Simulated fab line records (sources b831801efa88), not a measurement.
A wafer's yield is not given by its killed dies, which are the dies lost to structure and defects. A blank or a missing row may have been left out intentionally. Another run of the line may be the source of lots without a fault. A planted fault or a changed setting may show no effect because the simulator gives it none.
2 desks, one fault | flow gf180mcu | each desk holds nothing but its own numbers, with what lay behind them at the end

## METROLOGY DESK
Lot by lot, what the gauges showed, no matter which tool ran the lot: averages of those sampled wafers that carry a number. The brackets show how far a lot's mean lies from the usual mean; more than 4 standard deviations puts the lot out of limits, marked OUT.
Columns: A = V3_BOW at GF_V3_BOW_MEAS_05, usual 116 um; B = cd-nm at GF_M4_CD_MEAS_14, usual 280.0 nm
lot  | first seen here | A   | B
L331 | day 21 10:04    | 105 | 279.4
L332 | day 22 00:20    | 112 | 278.8
L333 | day 22 09:58    | 114 | 282.4
L337 | day 24 04:31    | 127 | 280.5
L343 | day 26 02:17    | 108 | 280.2
L346 | day 26 20:02    | 116 | 278.3
L347 | day 27 05:22    | 117 | 279.7
L348 | day 27 12:22    | 116 | 280.3
L349 | day 27 20:43    | 110 | 280.9
L350 | day 28 03:14    | 116 | 279.6
L351 | day 28 05:35    | 121 | 281.4
L353 | day 28 21:14    | 112 | 280.4
L354 | day 29 06:19    | 110 | 278.7
Result from this desk: across the 13 lots, nothing is out of limits.

## AT THE TOOL OWNER'S DESK: cmp-01
The tool's own readings at GF_V1_CMP_26 (polishes, stops on SiO2, t overpolish 15 s, target thk 0 nm): means of the sampled wafers that have a number, for each lot that ran on this tool. The brackets show how far a lot's mean lies from the usual mean; more than 4 standard deviations puts the lot out of limits, marked OUT.
Columns: A = head-pressure-psi at GF_V1_CMP_26, usual 3.499 psi; B = motor-current-A at GF_V1_CMP_26, usual 11.2 A; C = overpolish-run-s at GF_V1_CMP_26, usual 14.999 s; D = time-to-endpoint-s at GF_V1_CMP_26, usual 84 s
lot  | first seen here | A     | B    | C      | D
L331 | day 18 04:10    | 3.501 | 10.3 | 14.997 | 84
L332 | day 18 16:53    | 3.491 | 10.5 | 14.994 | 84
L333 | day 19 03:17    | 3.494 | 10.7 | 15.004 | 81
L337 | day 21 02:47    | 3.498 | 10.9 | 15.000 | 82
L347 | day 24 08:06    | 3.488 | 10.7 | 15.003 | 86
L348 | day 24 15:43    | 3.501 | 10.3 | 15.007 | 84
L350 | day 25 08:13    | 3.500 | 11.0 | 14.997 | 89
L353 | day 26 03:55    | 3.493 | 10.5 | 15.005 | 85
Result from this desk: across the 8 lots, nothing is out of limits.

## TAKEN TOGETHER
Metrology desk: nothing out of limits seen.
The desk of the tool owner found nothing out of limits.

## WHAT THE SIMULATOR PUT IN
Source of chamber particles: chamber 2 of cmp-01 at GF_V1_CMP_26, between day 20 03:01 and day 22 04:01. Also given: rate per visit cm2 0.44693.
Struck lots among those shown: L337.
